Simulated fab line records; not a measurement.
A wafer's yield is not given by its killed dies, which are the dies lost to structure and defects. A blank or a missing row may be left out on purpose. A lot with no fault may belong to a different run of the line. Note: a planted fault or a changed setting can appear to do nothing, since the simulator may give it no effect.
Matching of chambers -- flow sky130 -- SKY_SPACER_ETCHBACK_02 on rie_diel-04 has 4 sister chambers
The step etches Si3N4 in CH3F/O2, stops on SiO2, time 46.7 s, target depth 45 nm. 8 wafers are shown with their chamber, then 10 later ones without.

## WAFERS WITH THEIR CHAMBER
wafer,chamber,oes_product_au (a.u.),throttle_valve_pct (%)
L303.5,0,0.848,10.564
L305.5,1,0.860,10.557
L305.6,2,0.858,10.572
L306.2,2,0.862,10.571
L306.3,3,0.866,10.561
L306.4,0,0.852,10.573
L308.1,3,0.854,10.573
L308.3,1,0.854,10.547

## WAFERS WITH NO CHAMBER GIVEN
wafer,oes_product_au (a.u.),throttle_valve_pct (%)
L308.6,0.856,10.554
L309.1,0.846,10.576
L309.2,0.852,10.561
L309.3,0.851,10.559
L311.3,0.856,10.563
L311.5,0.853,10.555
L311.6,0.856,10.548
L312.2,0.858,10.570
L312.4,0.857,10.561
L312.5,0.856,10.557

## EACH ONE'S CHAMBER
wafer,from the rows above,in truth
L308.6,can't be placed: 1 or 3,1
L309.1,can't be placed: 0 or 2 or 3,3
L309.2,can't be placed: 0 or 1 or 3 or 2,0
L309.3,can't be placed: 0 or 1 or 3 or 2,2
L311.3,can't be placed: 3 or 0 or 2 or 1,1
L311.5,can't be placed: 1 or 0 or 3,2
L311.6,1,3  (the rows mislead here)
L312.2,can't be placed: 2 or 3 or 0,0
L312.4,can't be placed: 3 or 1 or 2 or 0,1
L312.5,can't be placed: 1 or 3 or 0 or 2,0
Correctly placed: 0 of 10. These rows do not allow placing 9 (true chamber among the candidates in 8). Number placed wrongly: 1.
How it was worked out, from the rows above alone: a wafer's distance from a chamber is the root of the sum, over the readings, of the square of ((its reading less the chamber's mean) divided by the reading's scatter). If the next closest chamber is less than 2 further off than the closest, the wafer can't be placed; otherwise it belongs to the closest. The mean given for a chamber averages the wafers shown for that chamber. How the scatter is found: for the shown wafers, subtract from each reading the mean of its chamber, square and add these, divide the total by (wafers less chambers), then take the root.
